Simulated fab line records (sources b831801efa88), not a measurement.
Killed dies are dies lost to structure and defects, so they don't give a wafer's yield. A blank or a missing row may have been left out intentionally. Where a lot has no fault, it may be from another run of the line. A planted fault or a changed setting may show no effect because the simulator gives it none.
fab line records | flow gf180mcu | part 2 of 2: steps 24 to 33 of 33
record: lots: 5 | wafers: 15 | last_day: 34
route steps=602 shown STI@12 DNWELL@32 NWELL@42
lots untouched by any fault: they come from a run of this same line in which no faults occurred
start_h: hours from the record's opening day to when the first of the lot's shown wafers began | wait_h: hours from the lot's prior step to this one | " identical to the entry in the row above | L1.1+2: one row covering several wafers at once | - value missing, or start not given | * or withheld: withheld | < > ~ a bound
route shown NAME@n: NAME is a module with steps in the file, n the number in the route of the first one | usual: the fault-free wafers' mean and standard deviation | same: alike in all rows | chamber/n: place in a boat | sites: readings site by site | _std_site: how widely they spread, as a standard deviation | _edge_site: outer sites' mean less inner sites' | radius_mm: how far each site lies from the wafer's centre | mask NAME#n: copy n | behind: tool/chamber where the wafer was last shaped | hold: reason for holding the lot/hours on hold/outcome of the hold | device: the transistor (n, p or np) that didn't switch | end of line: the same wafers' tests at the end of the route | where a step has no rows: the recipe by itself | killed: the dies lost at the first sort to structure and to defects; this is not the yield of the wafer | map: shows each die of a wafer: x if killed, . if not, _ if none is there
set.NAME: setting as actually run; set.NAME@STEP: the setting as run at that earlier step | model.NAME: the simulator's own value behind a step, which no gauge read
lots at selected steps of the route; one table per step, one row per wafer
services: when a tool's chamber went out of use (start_h, in hours from the record's first day, below 0 if earlier), for how many hours, and the reason
== steps ==
step: GF_DNWELL_SOFTBAKE_03
recipe: temp_c: 110 | time_s: withheld
usual: chill_plate_temp_C: 22.98/0.11
lot.wafer | tool           | chamber | start_h | wait_h | chill_plate_temp_C
L076.4    | litho_track-03 | 0       | 58.03   | 0.1    | 22.94
L076.5    | "              | 0       | "       | "      | 23.02
L076.6    | "              | 0       | "       | "      | 23.02
L085.3    | litho_track-04 | 0       | 99.31   | 0.1    | 22.85
L085.4    | "              | 0       | "       | "      | 22.78
L085.5    | "              | 0       | "       | "      | 22.86
L090.2    | litho_track-02 | 0       | 119.96  | 0.1    | 23.03
L090.4    | "              | 0       | "       | "      | 22.83
L090.5    | "              | 0       | "       | "      | 22.84
L094.2    | litho_track-04 | 0       | 141.62  | 0.1    | 22.83
L094.5    | "              | 0       | "       | "      | 22.88
L094.6    | "              | 0       | "       | "      | 22.78
L096.1    | litho_track-03 | 0       | 150.83  | 0.1    | 22.89
L096.3    | "              | 0       | "       | "      | 23.00
L096.4    | "              | 0       | "       | "      | 22.91
step: GF_DNWELL_EXPOSE_04
recipe: mask_id: DNWELL | target_cd_nm: 1700 | na: 0.6 | source_shape: conventional | sigma_outer: 0.6 | dose_mj: 260
lot.wafer  | tool             | chamber | start_h | wait_h | mask
L076.4+5+6 | iline_stepper-02 | 0       | -       | -      | DNWELL#0
L085.3+4+5 | iline_stepper-01 | 0       | -       | -      | DNWELL#0
L090.2+4+5 | iline_stepper-01 | 0       | -       | -      | DNWELL#0
L094.2+5+6 | iline_stepper-02 | 0       | -       | -      | DNWELL#0
L096.1+3+4 | iline_stepper-02 | 0       | -       | -      | DNWELL#0
step: GF_DNWELL_PEB_05
recipe: temp_c: 115 | time_s: withheld
usual: chill_plate_temp_C: 22.99/0.1
lot.wafer | tool           | chamber | start_h | wait_h | chill_plate_temp_C
L076.4    | litho_track-02 | 0       | -       | -      | 23.05
L076.5    | "              | 0       | "       | "      | 23.03
L076.6    | "              | 0       | "       | "      | 23.02
L085.3    | litho_track-02 | 0       | -       | -      | 22.87
L085.4    | "              | 0       | "       | "      | 22.83
L085.5    | "              | 0       | "       | "      | 22.84
L090.2    | litho_track-02 | 0       | -       | -      | 23.06
L090.4    | "              | 0       | "       | "      | 23.11
L090.5    | "              | 0       | "       | "      | 23.06
L094.2    | litho_track-02 | 0       | -       | -      | 22.90
L094.5    | "              | 0       | "       | "      | 23.01
L094.6    | "              | 0       | "       | "      | 23.10
L096.1    | litho_track-04 | 0       | -       | -      | 22.99
L096.3    | "              | 0       | "       | "      | 22.96
L096.4    | "              | 0       | "       | "      | 23.01
step: GF_DNWELL_DEVELOP_06
recipe: wall_angle_deg: 90 | develop_time_s: 60 | dev_temp_c: 23
usual: chill_plate_temp_C: 23.01/0.1
lot.wafer | tool           | chamber | start_h | wait_h | chill_plate_temp_C
L076.4    | litho_track-02 | 0       | -       | -      | 23.09
L076.5    | "              | 0       | "       | "      | 23.03
L076.6    | "              | 0       | "       | "      | 23.14
L085.3    | litho_track-02 | 0       | -       | -      | 23.06
L085.4    | "              | 0       | "       | "      | 22.96
L085.5    | "              | 0       | "       | "      | 23.02
L090.2    | litho_track-02 | 0       | -       | -      | 23.19
L090.4    | "              | 0       | "       | "      | 23.07
L090.5    | "              | 0       | "       | "      | 22.99
L094.2    | litho_track-02 | 0       | -       | -      | 23.01
L094.5    | "              | 0       | "       | "      | 23.00
L094.6    | "              | 0       | "       | "      | 23.16
L096.1    | litho_track-04 | 0       | -       | -      | 23.06
L096.3    | "              | 0       | "       | "      | 22.88
L096.4    | "              | 0       | "       | "      | 22.99
step: GF_DNWELL_IMPLANT_07
recipe: species: P | energy_kev: 1500 | dose_cm2: 1e+13 | tilt_deg: 0
usual: faraday_current_uA: 56.3/1.1
lot.wafer | tool         | chamber | start_h | wait_h | faraday_current_uA
L076.4    | implanter-03 | 0       | 64.45   | -      | 56.3
L076.5    | "            | 0       | "       | "      | 55.6
L076.6    | "            | 0       | "       | "      | 55.2
L085.3    | implanter-01 | 0       | 106.78  | -      | 56.9
L085.4    | "            | 0       | "       | "      | 57.8
L085.5    | "            | 0       | "       | "      | 57.0
L090.2    | implanter-03 | 0       | 127.10  | -      | 54.3
L090.4    | "            | 0       | "       | "      | 56.4
L090.5    | "            | 0       | "       | "      | 57.6
L094.2    | implanter-02 | 0       | 149.55  | -      | 56.3
L094.5    | "            | 0       | "       | "      | 55.7
L094.6    | "            | 0       | "       | "      | 53.5
L096.1    | implanter-03 | 0       | 158.79  | -      | 56.2
L096.3    | "            | 0       | "       | "      | 56.7
L096.4    | "            | 0       | "       | "      | 55.9
step: GF_DNWELL_STRIP_08
recipe: chemistry: O2/N2 | power_w: 1400 | pressure_mtorr: 1500 | platen_temp_c: 250 | o2_flow_sccm: 3000 | n2_flow_sccm: 300 | overash_fraction: 0.5
usual: drypump_motor_current_A: 6.2/0.43 | heater_power_w: 344/27 | oes_product_au: 0.722/0.0044 | strip_time_to_endpoint_s: 36.95/0.092
lot.wafer | tool            | chamber | start_h | wait_h | drypump_motor_current_A | heater_power_w | oes_product_au | rf_hours_counter_h | strip_time_to_endpoint_s
L076.4    | plasma_asher-04 | 1       | 64.56   | 0.1    | 6.5                     | 397            | 0.724          | -                  | 36.94
L076.5    | "               | 1       | "       | "      | 6.5                     | 406            | 0.722          | -                  | 36.82
L076.6    | "               | 0       | "       | "      | 5.3                     | 334            | 0.719          | -                  | 36.86
L085.3    | plasma_asher-03 | 0       | 106.91  | 0.1    | 6.7                     | 311            | 0.718          | -                  | 37.02
L085.4    | "               | 1       | "       | "      | 6.5                     | 346            | 0.718          | -                  | 37.03
L085.5    | "               | 0       | "       | "      | 6.7                     | 313            | 0.720          | -                  | 36.99
L090.2    | plasma_asher-01 | 1       | 127.23  | 0.1    | 6.2                     | 326            | 0.726          | 46                 | 36.88
L090.4    | "               | 1       | "       | "      | 6.2                     | 326            | 0.729          | -                  | 37.00
L090.5    | "               | 0       | "       | "      | 6.3                     | 351            | 0.717          | -                  | 36.90
L094.2    | plasma_asher-03 | 0       | 149.68  | 0.1    | 6.7                     | 314            | 0.722          | 34                 | 36.93
L094.5    | "               | 1       | "       | "      | 6.5                     | 341            | 0.725          | -                  | 37.00
L094.6    | "               | 0       | "       | "      | 6.7                     | 310            | 0.713          | -                  | 37.03
L096.1    | plasma_asher-04 | 0       | 158.94  | 0.1    | 5.3                     | 332            | 0.726          | 52                 | 36.98
L096.3    | "               | 1       | "       | "      | 6.4                     | 393            | 0.718          | -                  | 37.13
L096.4    | "               | 0       | "       | "      | 5.3                     | 338            | 0.713          | -                  | 36.99
step: GF_DNWELL_TW_MEAS_09
usual: DNWELL_TW: 1353/13
lot.wafer | tool          | chamber | start_h | wait_h | DNWELL_TW
L076.4    | film_metro-02 | -       | 64.66   | 0.1    | 1354
L076.5    | "             | -       | "       | "      | 1356
L076.6    | "             | -       | "       | "      | 1360
L085.3    | film_metro-01 | -       | 107.00  | 0.1    | 1320
L085.4    | "             | -       | "       | "      | 1327
L085.5    | "             | -       | "       | "      | 1324
L090.2    | film_metro-02 | -       | 127.34  | 0.1    | 1363
L090.4    | "             | -       | "       | "      | 1361
L090.5    | "             | -       | "       | "      | 1365
L094.2    | film_metro-04 | -       | 149.79  | 0.1    | 1364
L094.5    | "             | -       | "       | "      | 1363
L094.6    | "             | -       | "       | "      | 1365
L096.1    | film_metro-01 | -       | 159.04  | 0.1    | 1321
L096.3    | "             | -       | "       | "      | 1321
L096.4    | "             | -       | "       | "      | 1330
step: GF_NWELL_DEHYDRATE_00
recipe: temp_c: 200 | time_s: 60
usual: chill_plate_temp_C: 22.99/0.11
same: time_s: 60
lot.wafer | tool           | chamber | start_h | wait_h | chill_plate_temp_C
L076.4    | litho_track-01 | 0       | 70.15   | 5.5    | 22.93
L076.5    | "              | 0       | "       | "      | 22.86
L076.6    | "              | 0       | "       | "      | 23.12
L085.3    | litho_track-01 | 0       | 113.03  | 6.0    | 23.04
L085.4    | "              | 0       | "       | "      | 23.08
L085.5    | "              | 0       | "       | "      | 22.91
L090.2    | litho_track-03 | 0       | 134.21  | 6.9    | 22.81
L090.4    | "              | 0       | "       | "      | 22.90
L090.5    | "              | 0       | "       | "      | 22.94
L094.2    | litho_track-03 | 0       | 157.06  | 7.3    | 22.93
L094.5    | "              | 0       | "       | "      | 23.13
L094.6    | "              | 0       | "       | "      | 23.08
L096.1    | litho_track-03 | 0       | 166.13  | 7.1    | 23.09
L096.3    | "              | 0       | "       | "      | 22.95
L096.4    | "              | 0       | "       | "      | 22.99
step: GF_NWELL_HMDS_01
recipe: prime_time_s: 60 | prime_temp_c: 120
usual: chill_plate_temp_C: 23.01/0.12
same: prime_time_s: 60
lot.wafer | tool           | chamber | start_h | wait_h | chill_plate_temp_C
L076.4    | litho_track-01 | 0       | 70.30   | 0.1    | 22.94
L076.5    | "              | 0       | "       | "      | 23.06
L076.6    | "              | 0       | "       | "      | 22.99
L085.3    | litho_track-01 | 0       | 113.18  | 0.1    | 23.00
L085.4    | "              | 0       | "       | "      | 22.94
L085.5    | "              | 0       | "       | "      | 22.82
L090.2    | litho_track-03 | 0       | 134.36  | 0.1    | 22.85
L090.4    | "              | 0       | "       | "      | 22.97
L090.5    | "              | 0       | "       | "      | 22.85
L094.2    | litho_track-03 | 0       | 157.21  | 0.1    | 22.93
L094.5    | "              | 0       | "       | "      | 22.97
L094.6    | "              | 0       | "       | "      | 23.02
L096.1    | litho_track-03 | 0       | 166.28  | 0.1    | 22.97
L096.3    | "              | 0       | "       | "      | 23.05
L096.4    | "              | 0       | "       | "      | 22.94
step: GF_NWELL_COAT_02
recipe: spin_rpm: 2000 | resist_thk_nm: 3000
usual: chill_plate_temp_C: 23.00/0.1 | spin_speed_rpm: 1999.8/1.3
lot.wafer | tool           | chamber | start_h | wait_h | chill_plate_temp_C | spin_speed_rpm
L076.4    | litho_track-01 | 0       | 70.45   | 0.1    | 23.02              | 1998.3
L076.5    | "              | 0       | "       | "      | 22.99              | 1999.3
L076.6    | "              | 0       | "       | "      | 22.85              | 1999.8
L085.3    | litho_track-01 | 0       | 113.33  | 0.1    | 23.01              | 2001.8
L085.4    | "              | 0       | "       | "      | 22.96              | 1999.7
L085.5    | "              | 0       | "       | "      | 23.01              | 2001.1
L090.2    | litho_track-03 | 0       | 134.51  | 0.1    | 22.93              | 2000.6
L090.4    | "              | 0       | "       | "      | 23.06              | 2002.0
L090.5    | "              | 0       | "       | "      | 23.16              | 1999.7
L094.2    | litho_track-03 | 0       | 157.36  | 0.1    | 22.97              | 1999.6
L094.5    | "              | 0       | "       | "      | 22.99              | 1998.5
L094.6    | "              | 0       | "       | "      | 22.90              | 2002.0
L096.1    | litho_track-03 | 0       | 166.43  | 0.1    | 22.97              | 1999.6
L096.3    | "              | 0       | "       | "      | 22.97              | 2000.1
L096.4    | "              | 0       | "       | "      | 22.83              | 2001.4
== services ==
tool             | chamber | start_h | hours | kind
furnace-02       | -       | 13.61   | 2.3   | pm
plasma_asher-04  | -       | 14.78   | 4.6   | repair
plasma_asher-03  | -       | 21.29   | 15.6  | pm
rie_si-02        | 2       | 21.40   | 11.9  | repair
rie_si-02        | 3       | 26.68   | 10.9  | repair
furnace-01       | -       | 28.98   | 28.6  | pm
rie_diel-04      | -       | 29.88   | 3.8   | repair
iline_stepper-02 | -       | 36.50   | 1.7   | pm
rie_diel-03      | -       | 43.06   | 2.8   | pm
furnace-01       | -       | 57.57   | 4.6   | pm
wet_bench-01     | -       | 69.88   | 0.8   | repair
implanter-03     | -       | 82.45   | 1.2   | repair
rie_si-02        | -       | 87.03   | 2.8   | pm
iline_stepper-02 | -       | 91.32   | 26.7  | repair
implanter-03     | -       | 95.29   | 4.0   | repair
cmp-01           | -       | 102.23  | 0.7   | repair
wet_bench-04     | -       | 112.43  | 4.4   | pm
rie_diel-03      | 0       | 125.27  | 2.5   | repair
rie_si-02        | 3       | 127.23  | 1.4   | repair
implanter-03     | -       | 128.76  | 5.1   | pm
furnace-02       | -       | 129.93  | 3.7   | pm
wet_bench-04     | -       | 138.28  | 1.6   | repair
implanter-03     | -       | 146.92  | 4.6   | repair
wet_bench-01     | -       | 166.50  | 0.5   | repair
